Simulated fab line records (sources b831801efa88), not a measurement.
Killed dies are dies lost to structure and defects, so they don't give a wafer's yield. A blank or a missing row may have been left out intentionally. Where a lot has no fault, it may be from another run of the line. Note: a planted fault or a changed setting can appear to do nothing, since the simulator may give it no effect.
A single fault, viewed from 2 desks + flow gf180mcu + numbers are kept per desk, each desk with only its own; the story behind them comes last

== FROM THE METROLOGY DESK ==
What the gauges read, lot by lot, whatever tool the lot ran on: means of the sampled wafers that have a number. Marked OUT: a lot whose mean sits more than 4 standard deviations from the usual mean, which makes it out of limits; the brackets give that distance. It has 9 readings; the 7 that lie furthest out on some lot are the ones shown.
Columns: A = CONTACT_W_THK at GF_CONTACT_THK_MEAS_26, usual 296 nm; B = M1_ALCU_RS at GF_M1_RS_MEAS_05, usual 0.0694 ohm/sq; C = M1_ALCU_THK at GF_M1_THK_MEAS_06, usual 450 nm; D = cd nm at GF_M1_CD_MEAS_14, usual 229.8 nm; E = M1_OVL at GF_M1_OVL_MEAS_15, usual -3 nm; F = V1_CVD_00_THK at GF_V1_THK_MEAS_01, usual 599 nm; G = V1_BOW at GF_V1_BOW_MEAS_05, usual 83 um
| lot  | first seen here | A   | B      | C   | D     | E  | F   | G  |
|------|-----------------|-----|--------|-----|-------|----|-----|----|
| L378 | day 16 00:32    | 303 | 0.0691 | 455 | 228.5 | -2 | 594 | 81 |
| L381 | day 17 06:44    | 300 | 0.0699 | 445 | 231.5 | 0  | 609 | 82 |
| L383 | day 17 22:53    | 297 | 0.0698 | 441 | 230.1 | -5 | 610 | 73 |
| L387 | day 19 12:20    | 299 | 0.0687 | 457 | 231.0 | -9 | 590 | 87 |
| L393 | day 21 13:38    | 299 | 0.0714 | 440 | 227.1 | 4  | 594 | 80 |
| L395 | day 22 12:01    | 298 | 0.0699 | 450 | 229.7 | -3 | 592 | 93 |
Result from this desk: across the 6 lots, nothing is out of limits.

== THE TOOL OWNER'S DESK: pvd sputter-04 ==
The tool's own readings at GF_M1_SPUTTER_03 (material Ti, target thk 10 nm, time 6.7 s): means of the sampled wafers that have a number, for each lot that ran on this tool. Marked OUT: a lot whose mean sits more than 4 standard deviations from the usual mean, which makes it out of limits; the brackets give that distance.
Columns: A = chamber pressure pa at GF_M1_SPUTTER_03, usual 0.3000 Pa; B = substrate temp c at GF_M1_SPUTTER_03, usual 300.02 C; C = throttle valve pct at GF_M1_SPUTTER_03, usual 30.3 %
| lot  | first seen here | A      | B      | C    |
|------|-----------------|--------|--------|------|
| L378 | day 16 01:11    | 0.3004 | 300.26 | 30.0 |
| L383 | day 17 23:31    | 0.2999 | 300.07 | 30.3 |
| L393 | day 21 14:17    | 0.3004 | 299.95 | 30.7 |
| L395 | day 22 12:39    | 0.3002 | 300.06 | 31.0 |
Result from this desk: across the 4 lots, nothing is out of limits.

== ALL TOGETHER ==
From the metrology desk's view, nothing was out of limits.
Nothing out of limits was seen by the tool owner's desk.

== WHAT HAD BEEN PUT IN BY THE SIMULATOR ==
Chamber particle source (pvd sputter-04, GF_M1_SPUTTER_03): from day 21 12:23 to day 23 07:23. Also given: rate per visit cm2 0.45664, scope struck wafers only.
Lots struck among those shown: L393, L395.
